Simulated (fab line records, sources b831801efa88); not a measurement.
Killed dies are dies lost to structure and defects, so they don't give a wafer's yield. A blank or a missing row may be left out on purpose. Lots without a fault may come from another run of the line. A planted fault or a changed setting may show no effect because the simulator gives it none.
Which tool did it? | flow gf180mcu | 7 lots, 21 wafers sampled, at 2 steps of a route of 602

WHAT THE GAUGES READ, wafer by wafer
GF_HV_LDD_TW_MEAS_23.
lot  | measured     | on            | HV_LDD_2_TW
L700 | day 10 23:05 | film_metro-04 | 1045 1036 1039
L702 | day 11 16:19 | film_metro-03 | 1066 1060 1056
L704 | day 12 04:10 | film_metro-02 | 1064 1063 1059
L706 | day 12 16:14 | film_metro-04 | 1042 1036 1041
L714 | day 15 21:53 | film_metro-04 | 1036 1043 1043
L716 | day 17 04:16 | film_metro-03 | 1068 1068 1066
L721 | day 18 12:05 | film_metro-04 | 1046 1047 1044

WHICH TOOL RAN EACH LOT (tool, then ch and the chambers of the sampled wafers, then the start)
lot  | GF_MVSD_EXPOSE_04
L700 | iline_stepper-02 ch 0, day 4 10:00
L702 | iline_stepper-02 ch 0, day 4 20:28
L704 | iline_stepper-01 ch 0, day 5 08:37
L706 | iline_stepper-01 ch 0, day 5 20:10
L714 | iline_stepper-01 ch 0, day 7 21:34
L716 | iline_stepper-02 ch 0, day 8 19:28
L721 | iline_stepper-02 ch 0, day 9 18:36
- GF_MVSD_EXPOSE_04: exposes mask MVSD, target cd 1000 nm.

THE ANSWER, worked out from the rows above alone
Rule: what is usual is taken from the lots themselves. Put in order of their means at a reading, lots are off if they are a third of the lots or fewer, leave a main group of 4 or more, and stand apart from it by a gap of 3 or more times the standard deviation of the main group's means; of several such gaps the widest counts. A main group whose means are all the same, to the digits that the tables above print for the reading, isn't used. A lot without any number at a reading at which 4 lots or more have one is off too. The other lots that the step has rows for count as sound.
No lot is off at any reading shown: from this, nothing can be told.

WHAT THE SIMULATOR HAD PUT IN
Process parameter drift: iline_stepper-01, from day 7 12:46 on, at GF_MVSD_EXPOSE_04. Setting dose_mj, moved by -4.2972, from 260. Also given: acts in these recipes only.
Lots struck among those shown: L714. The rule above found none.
